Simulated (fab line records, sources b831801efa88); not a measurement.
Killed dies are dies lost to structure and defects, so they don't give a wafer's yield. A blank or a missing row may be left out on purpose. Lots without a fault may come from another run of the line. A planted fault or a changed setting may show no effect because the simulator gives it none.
fab line records | flow sky130
record lots=5 wafers=15 last_day=50
route steps=708 shown SONOS_TUNNEL@166 SONOS_ONO@168 PAD_OPEN@708
lots that met no fault: from a run of the same line without faults
start_h: hours from the record's first day to the start of the lot's first wafer shown | wait_h: hours since the lot's step before | " the same as in the row above | L1.1+2: a row that stands for several wafers | - no value, or no start given | * or withheld: withheld | < > ~ a bound
route shown NAME@n: a module of which the file shows steps, and the number in the route of the first | usual: mean/standard deviation of fault-free wafers | same: alike in all rows | chamber/n: place in a boat | sites: the reading at each site | _std_site: their standard deviation | _edge_site: outer sites' mean less inner sites' | radius_mm: how far each site lies from the wafer's centre | mask NAME#n: copy n | behind: the tool/chamber that last shaped the wafer | hold: why the lot was held/for how many hours/how that ended | device: the transistor (n, p or np) that didn't switch | end of line: the same wafers' tests at the end of the route | a step without rows: its recipe alone | killed: dies lost to structure and defects at the first sort, not the wafer's yield | map: a wafer's dies, x killed, . not, _ none there
set.NAME: the setting as run; set.NAME@STEP: as run at that earlier step | model.NAME: the simulator's own value behind a step, which no gauge read
lots at some steps of the route; a table a step, a row a wafer
services: from which hour (start_h, from the record's first day; less than 0 if before it) a tool's chamber was out of use, for how many hours, and why
## steps
# step SKY_SONOS_TUNNEL_TW_MEAS_12
# usual SONOS_TUNNEL_TW=198.2/1.6
# columns lot.wafer tool chamber start_h wait_h SONOS_TUNNEL_TW
L480.1 film_metro-04 - 250.66 0.0 201.5
L480.3 " - " " 199.3
L480.6 " - " " 199.4
L481.3 film_metro-01 - 258.13 0.0 196.0
L481.5 " - " " 195.8
L481.6 " - " " 196.3
L497.1 film_metro-01 - 390.21 0.0 197.5
L497.3 " - " " 196.8
L497.5 " - " " 197.7
L502.1 film_metro-01 - 422.99 0.0 196.4
L502.3 " - " " 196.0
L502.5 " - " " 197.1
L503.2 film_metro-04 - 442.02 0.0 199.2
L503.5 " - " " 199.3
L503.6 " - " " 200.2
# step SKY_SONOS_TUNNEL_CLEAN_13
# recipe chemistry=dHF time_s=20 dilution=100:1 dry=ipa_marangoni
# step SKY_SONOS_ONO_OXIDATION_00
# recipe temp_c=800 ambient=O2 idle_temp_c=700 ramp_up_c_per_min=10 ramp_down_c_per_min=3 stabilise_s=600 purge_s=300 target_thk_a=26 ox_time_s=1249
# step SKY_SONOS_ONO_THK_MEAS_01
# recipe reads=SiO2_of_SONOS_ONO_OXIDATION_00
# usual SONOS_ONO_OXIDATION_THK=2.59/0.053
# columns lot.wafer tool chamber start_h wait_h SONOS_ONO_OXIDATION_THK[nm]
L480.1 film_metro-04 - 254.48 0.0 2.58
L480.3 " - " " 2.56
L480.6 " - " " 2.53
L481.3 film_metro-01 - 260.08 0.0 2.59
L481.5 " - " " 2.58
L481.6 " - " " 2.66
L497.1 film_metro-02 - 395.37 0.0 2.58
L497.3 " - " " 2.51
L497.5 " - " " 2.57
L502.1 film_metro-02 - 426.07 0.0 2.52
L502.3 " - " " 2.54
L502.5 " - " " 2.56
L503.2 film_metro-02 - 443.97 0.0 2.48
L503.5 " - " " 2.55
L503.6 " - " " 2.63
# step SKY_SONOS_ONO_CVD_02
# recipe material=Si3N4 precursor=DCS/NH3 target_thk_nm=10.5 temp_c=770 time_s=180 pressure_mtorr=250
# step SKY_SONOS_ONO_THK_MEAS_03
# recipe reads=Si3N4_of_SONOS_ONO_CVD_02
# usual SONOS_ONO_CVD_02_THK=10.50/0.15
# columns lot.wafer tool chamber start_h wait_h SONOS_ONO_CVD_02_THK[nm]
L480.1 film_metro-01 - 255.59 0.0 10.51
L480.3 " - " " 10.53
L480.6 " - " " 10.49
L481.3 film_metro-01 - 262.37 0.0 10.52
L481.5 " - " " 10.63
L481.6 " - " " 10.44
L497.1 film_metro-02 - 398.41 0.0 10.29
L497.3 " - " " 10.35
L497.5 " - " " 10.35
L502.1 film_metro-02 - 429.10 0.0 10.55
L502.3 " - " " 10.49
L502.5 " - " " 10.56
L503.2 film_metro-01 - 445.60 0.0 10.45
L503.5 " - " " 10.49
L503.6 " - " " 10.35
# step SKY_SONOS_ONO_CVD_04
# recipe material=SiO2 precursor=SiH4/N2O target_thk_nm=5.7199 temp_c=900 pressure_mtorr=400
# step SKY_SONOS_ONO_THK_MEAS_05
# recipe reads=SiO2_of_SONOS_ONO_CVD_04
# usual SONOS_ONO_CVD_04_THK=5.67/0.13
# columns lot.wafer tool chamber start_h wait_h SONOS_ONO_CVD_04_THK[nm]
L480.1 film_metro-02 - 256.90 0.0 5.47
L480.3 " - " " 5.55
L480.6 " - " " 5.54
L481.3 film_metro-04 - 263.68 0.0 5.56
L481.5 " - " " 5.62
L481.6 " - " " 5.60
L497.1 film_metro-04 - 399.72 0.0 5.45
L497.3 " - " " 5.54
L497.5 " - " " 5.53
L502.1 film_metro-02 - 430.42 0.0 5.64
L502.3 " - " " 5.64
L502.5 " - " " 5.72
L503.2 film_metro-01 - 446.91 0.0 5.60
L503.5 " - " " 5.78
L503.6 " - " " 5.62
# step SKY_SONOS_ONO_DEHYDRATE_06
# recipe temp_c=200 time_s=60
# step SKY_SONOS_ONO_HMDS_07
# recipe prime_time_s=60 prime_temp_c=120
# step SKY_SONOS_ONO_COAT_08
# recipe resist=NOVOLAK spin_rpm=3000 resist_thk_nm=1140
# step SKY_SONOS_ONO_SOFTBAKE_09
# recipe temp_c=90 time_s=60 resist=NOVOLAK
# step SKY_SONOS_ONO_EXPOSE_10
# recipe mask_id=ONOM target_cd_nm=410 na=0.6 source_shape=conventional sigma_outer=0.6 dose_mj=150
# usual exposure_dose_mJ_cm2=150.01/0.17 reticle_temp_C=23.00/0.1
# columns lot.wafer tool chamber start_h wait_h mask exposure_dose_mJ_cm2 reticle_temp_C
L480.1 iline_stepper-02 0 268.66 - ONOM#0 150.20 23.16
L480.3 " 0 " " ONOM#0 150.10 22.98
L480.6 " 0 " " ONOM#0 150.05 23.05
L481.3 iline_stepper-01 0 275.90 - ONOM#0 149.94 22.86
L481.5 " 0 " " ONOM#0 150.21 22.83
L481.6 " 0 " " ONOM#0 149.98 22.95
L497.1 iline_stepper-02 0 414.26 - ONOM#0 145.16 22.92
L497.3 " 0 " " ONOM#0 145.08 23.01
L497.5 " 0 " " ONOM#0 145.07 23.10
L502.1 iline_stepper-01 0 445.77 - ONOM#0 150.06 22.96
L502.3 " 0 " " ONOM#0 150.16 22.91
L502.5 " 0 " " ONOM#0 150.15 22.84
L503.2 iline_stepper-01 0 462.55 - ONOM#0 150.16 22.95
L503.5 " 0 " " ONOM#0 149.95 23.12
L503.6 " 0 " " ONOM#0 150.03 23.15
# step SKY_SONOS_ONO_PEB_11
# recipe temp_c=withheld time_s=* resist=NOVOLAK
# step SKY_SONOS_ONO_DEVELOP_12
# recipe develop_time_s=60 dev_temp_c=23
# step SKY_SONOS_ONO_CD_MEAS_13
# recipe target_cd_nm=410
# usual cd_nm=409.6/2.4
# columns lot.wafer tool chamber start_h wait_h cd_nm
L480.1 cd_sem-01 - 280.73 0.1 410.0
L480.3 " - " " 407.7
L480.6 " - " " 407.3
L481.3 cd_sem-02 - 287.62 0.1 410.0
L481.5 " - " " 411.2
L481.6 " - " " 411.9
L497.1 cd_sem-01 - 429.29 0.1 374.1
L497.3 " - " " 345.6
L497.5 " - " " 317.6
L502.1 cd_sem-01 - 460.79 0.1 405.4
L502.3 " - " " 406.6
L502.5 " - " " 409.1
L503.2 cd_sem-02 - 477.00 0.1 405.2
L503.5 " - " " 404.9
L503.6 " - " " 404.8
# step SKY_SONOS_ONO_OVL_MEAS_14
# usual SONOS_ONO_OVL=0.6/1.1
# columns lot.wafer tool chamber start_h wait_h SONOS_ONO_OVL[nm]
L480.1 overlay-01 - 280.85 0.1 0.3
L480.3 " - " " 0.7
L480.6 " - " " 0.0
L481.3 overlay-01 - 287.71 0.1 0.8
L481.5 " - " " 1.0
L481.6 " - " " 0.0
L497.1 overlay-01 - 429.41 0.1 -0.4
L497.3 " - " " -0.3
L497.5 " - " " 0.3
L502.1 overlay-01 - 460.91 0.1 3.1
L502.3 " - " " 2.4
L502.5 " - " " 2.4
L503.2 overlay-01 - 477.11 0.1 0.3
L503.5 " - " " 1.0
L503.6 " - " " -0.3
# step SKY_SONOS_ONO_ETCH_15
# recipe target_depth_nm=19.52 chemistry=CHF3/O2 source_w=600 bias_w=200 pressure_mtorr=40 chf3_flow_sccm=50 O2_flow_sccm=5 time_s=7.8
# usual drypump_motor_current_A=5.8/0.33 oes_product_au=1.003/0.01 throttle_valve_pct=8.824/0.0091
# columns lot.wafer tool chamber start_h wait_h drypump_motor_current_A oes_product_au rf_hours_counter_h throttle_valve_pct model.SONOS_ONO.cd_nm
L480.1 rie_diel-04 2 280.89 0.0 5.2 1.007 74 8.833 409.6
L480.3 " 0 " " 6.2 1.008 10 8.847 407.9
L480.6 " 1 " " 6.0 0.992 - 8.822 407.2
L481.3 rie_diel-04 2 287.74 0.0 5.2 1.008 75 8.825 410.1
L481.5 " 2 " " 5.2 1.008 - 8.833 411.2
L481.6 " 3 " " 6.0 0.996 - 8.827 411.8
L497.1 rie_diel-01 1 429.45 0.0 6.1 0.987 54 8.826 374
L497.3 " 0 " " 5.6 0.995 59 8.823 345.9
L497.5 " 1 " " 6.2 0.995 - 8.816 317.8
L502.1 rie_diel-01 3 460.95 0.0 6.1 1.016 6 8.824 405.8
L502.3 " 0 " " 5.6 1.009 59 8.815 406.7
L502.5 " 3 " " 6.1 1.026 - 8.820 409.1
L503.2 rie_diel-04 3 477.14 0.0 6.1 1.006 74 8.820 405.2
L503.5 " 2 " " 5.2 1.005 - 8.832 404.4
L503.6 " 0 " " 6.2 1.008 - 8.844 405.2
# step SKY_SONOS_ONO_WET_ETCH_16
# recipe chemistry=dHF target_depth_nm=14 dry=n2_spin target=SiO2 dilution=100:1 temp_c=25 time_s=280
# step SKY_PAD_OPEN_PROBE_99
# usual killed_at_M0_to_M3=42/7.6 killed_at_M4_up=2.9/1.7 killed_at_contacts=24/5.1 killed_at_front_end=15/4 killed_at_other=0.2/0.38 killed_dies=84/9.9 killed_on_rim=16/4 killed_open=46/7.2 killed_short=38/6.6
# same gross_dies=492 killed_at_back_side=0
# columns lot.wafer tool chamber start_h wait_h killed_at_M0_to_M3 killed_at_M4_up killed_at_contacts killed_at_front_end killed_at_other killed_dies killed_on_rim killed_open killed_short
L480.1 prober-02 - 1077.99 0.1 34 2 18 16 0 70 19 39 31
L480.3 prober-02 - 1078.09 0.2 55 2 25 11 0 93 17 52 41
L480.6 prober-02 - 1078.24 0.2 41 3 30 17 0 91 19 51 40
L481.3 prober-01 - 1084.90 0.2 37 1 25 23 0 86 16 48 38
L481.5 prober-01 - 1085.00 0.2 46 5 33 22 0 106 17 53 53
L481.6 prober-01 - 1085.05 0.2 26 1 21 18 1 67 7 42 25
L497.1 prober-01 - 1181.30 0.1 30 5 25 13 0 73 11 45 25
L497.3 prober-01 - 1181.40 0.2 44 5 23 132 0 204 15 51 37
L497.5 prober-01 - 1181.50 0.2 37 2 26 404 0 469 84 49 32
L502.1 prober-02 - 1196.32 0.1 41 3 19 9 0 72 14 37 35
L502.3 prober-02 - 1196.42 0.2 40 3 28 17 0 88 20 46 42
L502.5 prober-02 - 1196.52 0.2 42 4 25 21 0 92 21 52 40
L503.2 prober-01 - 1203.91 0.1 50 0 21 13 0 84 15 46 38
L503.5 prober-01 - 1204.06 0.2 33 2 26 11 0 72 11 40 32
L503.6 prober-01 - 1204.11 0.2 43 4 17 12 0 76 13 36 40
# killed by level:class
L480.1 VIA1:geometric_particle:open=12 VIA2:geometric_particle:open=5 CONTACT:geometric_particle:open=5 FIELD_ISO:geometric_particle:open=4 SPACER:geometric_particle:open=4 LI_CONTACT:geometric_particle:open=4 LOCAL_INTERCONNECT:geometric_particle:short=4 METAL1:geometric_particle:short=4
L480.3 VIA1:geometric_particle:open=11 VIA3:geometric_particle:open=10 CONTACT:geometric_particle:open=9 FIELD_ISO:geometric_particle:short=8 VIA2:geometric_particle:open=8 METAL1:geometric_particle:short=7 LOCAL_INTERCONNECT:geometric_particle:short=6 VIA1:geometric_particle:short=5
L480.6 VIA2:geometric_particle:open=12 VIA1:geometric_particle:open=11 CONTACT:geometric_particle:open=8 LOCAL_INTERCONNECT:geometric_particle:short=8 FIELD_ISO:geometric_particle:short=6 LI_CONTACT:geometric_particle:open=5 CONTACT:geometric_particle:short=5 FIELD_ISO:geometric_particle:open=4
L481.3 CONTACT:geometric_particle:open=9 METAL2:geometric_particle:short=9 FIELD_ISO:geometric_particle:open=7 VIA1:geometric_particle:short=6 POLY_GATE:geometric_particle:short=6 LI_CONTACT:geometric_particle:open=6 POLY_GATE:geometric_particle:open=5 LOCAL_INTERCONNECT:geometric_particle:short=5
L481.5 CONTACT:geometric_particle:open=12 VIA1:geometric_particle:open=10 LI_CONTACT:geometric_particle:open=9 METAL1:geometric_particle:short=7 METAL3:geometric_particle:short=7 VIA3:geometric_particle:open=6 FIELD_ISO:geometric_particle:open=5 VIA1:geometric_particle:short=5
L481.6 LI_CONTACT:geometric_particle:open=9 FIELD_ISO:geometric_particle:open=8 VIA1:geometric_particle:open=5 METAL2:geometric_particle:short=5 FIELD_ISO:geometric_particle:short=4 VIA2:geometric_particle:open=4 CONTACT:geometric_particle:open=4 VIA3:geometric_particle:open=4
L497.1 CONTACT:geometric_particle:open=9 VIA3:geometric_particle:open=9 LI_CONTACT:geometric_particle:open=8 VIA1:geometric_particle:open=6 FIELD_ISO:geometric_particle:open=4 CONTACT:geometric_particle:short=4 VIA3:geometric_particle:short=3 SONOS_ONO:area_expose=3
L497.3 SONOS_ONO:area_expose=116 VIA1:geometric_particle:open=12 CONTACT:geometric_particle:open=12 METAL1:geometric_particle:short=9 FIELD_ISO:geometric_particle:open=7 VIA3:geometric_particle:open=7 LI_CONTACT:geometric_particle:open=5 METAL4:geometric_particle:short=5
L497.5 SONOS_ONO:area_expose=388 METAL1:geometric_particle:short=9 LI_CONTACT:geometric_particle:open=9 CONTACT:geometric_particle:open=9 VIA1:geometric_particle:open=8 VIA3:geometric_particle:open=6 FIELD_ISO:geometric_particle:open=5 FIELD_ISO:geometric_particle:short=4
L502.1 VIA1:geometric_particle:open=8 LI_CONTACT:geometric_particle:open=7 CONTACT:geometric_particle:open=7 METAL1:geometric_particle:short=7 VIA3:geometric_particle:open=5 METAL3:geometric_particle:short=5 METAL2:geometric_particle:short=4 FIELD_ISO:geometric_particle:short=3
L502.3 CONTACT:geometric_particle:open=12 METAL2:geometric_particle:short=7 VIA1:geometric_particle:open=7 METAL1:geometric_particle:short=7 FIELD_ISO:geometric_particle:short=6 LI_CONTACT:geometric_particle:open=6 VIA3:geometric_particle:open=5 POLY_GATE:geometric_particle:short=4
L502.5 LI_CONTACT:geometric_particle:open=10 VIA1:geometric_particle:open=10 METAL2:geometric_particle:short=8 CONTACT:geometric_particle:open=7 POLY_GATE:geometric_particle:short=6 VIA2:geometric_particle:open=6 VIA3:geometric_particle:open=5 VIA1:geometric_particle:short=5
L503.2 VIA1:geometric_particle:open=15 METAL1:geometric_particle:short=8 LI_CONTACT:geometric_particle:open=6 METAL2:geometric_particle:short=6 VIA2:geometric_particle:open=6 FIELD_ISO:geometric_particle:open=5 LOCAL_INTERCONNECT:geometric_particle:short=5 VIA3:geometric_particle:open=5
L503.5 VIA1:geometric_particle:open=8 LI_CONTACT:geometric_particle:open=7 CONTACT:geometric_particle:open=7 LOCAL_INTERCONNECT:geometric_particle:short=6 VIA2:geometric_particle:open=5 VIA3:geometric_particle:open=5 POLY_GATE:geometric_particle:open=4 POLY_GATE:geometric_particle:short=4
L503.6 VIA1:geometric_particle:open=10 METAL1:geometric_particle:short=7 LI_CONTACT:geometric_particle:open=6 VIA1:geometric_particle:short=6 VIA2:geometric_particle:short=6 CONTACT:geometric_particle:open=5 LOCAL_INTERCONNECT:geometric_particle:short=4 METAL2:geometric_particle:short=4
# map L497.5 (x killed, . not)
__________xxxxxxxxxx_________
________xxxxxxxxxxxx.x_______
______xxxxxxxxxxxxxxxxxx_____
_____xxxxxxxxxxxxxxxxxxxx____
____xxxxxxxxxxxxxxxxxxxxx.___
___xxxxxxxxxxxxxxxxxxxxxxxx__
__xxxxxxxxxxxxxxxxxxxxxxxxxx_
_xxxxxxxxxxxxxxxxxxxxxxxxxxxx
_xxxxxxxxxxxxxxxxxxxxxxxxx.x.
_xxxx.xxxxxxxxxxxxxxxxxxxxxxx
_xxxxxxxxxxxxxxxxxxxxxxxxxx..
_xxxxxxxxxxxxxxxxxxxxxxxxxxx.
_xx.xxxxxxxxxxxxxxxxxxxxxxxxx
_x..xxxxxxxxxxxxxxxxxxxxxxxxx
_xxxxxxxxxxxxxxxxxxxxxxxxxxx.
__x.xxxxxxxxxxxxxxxxxxxxxx.x_
___xxx.xxxxxxxxxxxxxxxxxxxx__
____xxxxxxxxxxxxxxxxxxxxxx___
_____xxxxxxxxxxxxxxxxxxx.____
______.xxxxxxxxxxxxx.xxx_____
________xxxx.x.xxx.xxx_______
__________xxxxx.xxx._________
# map L480.3 (x killed, . not)
__________......x..._________
________......x..xx..._______
______x....xx....x...x.._____
_____......x....x....xx..____
____.x....x........xx....x___
___...xx.............xx....__
__..x.x.x.x.........x.x....._
_......xx..x....x.x.........x
_...x.x....x...x.x...x....x.x
_.xx...x.......x.....x.....xx
_......xx........x....x.xx..x
_.x...x..x..x...........x....
_xx........................x.
_......x.xx..........xx....x.
_x.....x.x.x.x...............
__...x.......x...x....x...xx_
___..x...x....x............__
____.x....................___
_____x....x...x..x.......____
______..xx.............._____
________....x.......x._______
__________.........._________
## services
# columns tool chamber start_h hours kind
rie_diel-01 3 265.13 12.0 repair
rie_diel-04 - 271.00 0.3 repair
rie_diel-04 - 307.57 2.8 pm
iline_stepper-02 - 314.38 4.3 repair
iline_stepper-02 - 319.28 0.8 repair
rie_diel-04 - 322.78 0.3 repair
rie_diel-01 2 323.57 4.1 repair
rie_diel-04 2 331.58 5.1 repair
iline_stepper-02 - 337.28 4.4 pm
rie_diel-04 3 344.46 13.3 repair
iline_stepper-02 - 348.16 - consumable_replace:lamp
iline_stepper-02 - 351.17 14.1 repair
iline_stepper-02 - 385.06 1.7 pm
rie_diel-01 - 397.78 0.3 repair
iline_stepper-01 - 408.27 2.1 pm
iline_stepper-01 - 410.35 - consumable_replace:lamp
iline_stepper-01 - 460.31 1.7 pm
rie_diel-04 1 465.86 - clean
rie_diel-04 1 465.86 17.2 scheduled_down
rie_diel-04 1 465.86 17.2 vent_cycle
rie_diel-01 0 467.84 18.3 repair
## key
first_sign step=SKY_SONOS_ONO_EXPOSE_10 reading=exposure_dose_mJ_cm2 direction=down sigmas=29 usual=* struck=*
effect step=SKY_SONOS_ONO_CD_MEAS_13 reading=cd_nm direction=down sigmas=27 usual=409.6 struck=345.8 through=control_loop
effect step=SKY_PAD_OPEN_PROBE_99 reading=killed_at_front_end direction=up sigmas=43 usual=15 struck=183 wafers_moved=2
model_effect step=SKY_SONOS_ONO_ETCH_15 value=SONOS_ONO.cd_nm without=412.7 struck=345.9
more_kills_born_at SKY_SONOS_ONO_EXPOSE_10@iline_stepper-02=507
met_at SKY_SONOS_ONO_EXPOSE_10
struck_wafers L497.1,L497.3,L497.5
later_rows_left_out L497.5
tester_left_out L497
loop_trim step=SKY_SONOS_ONO_EXPOSE_10 setting=dose lots=L497
onset_between 268.66 414.26
fault kind=process_parameter_drift tool=iline_stepper-02 chamber=- onset_h=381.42 steps=SKY_SONOS_ONO_EXPOSE_10 channel=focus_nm offset=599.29 spread_by_wafer=0.3 shape=step end_h=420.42
# tester_left_out: of these lots the tester's yield and bins aren't shown, on N5 and GAA mostly nor the transistor test; their killed dies are dies lost to structure and defects alone, not to doping, threshold or leakage, so they don't give the yield
# later_rows_left_out: the simulator's readings of these wafers behind a module that went badly wrong aren't trusted and aren't shown, but for the sort
# loop_trim: a control loop set the setting to another value than it would have without faults
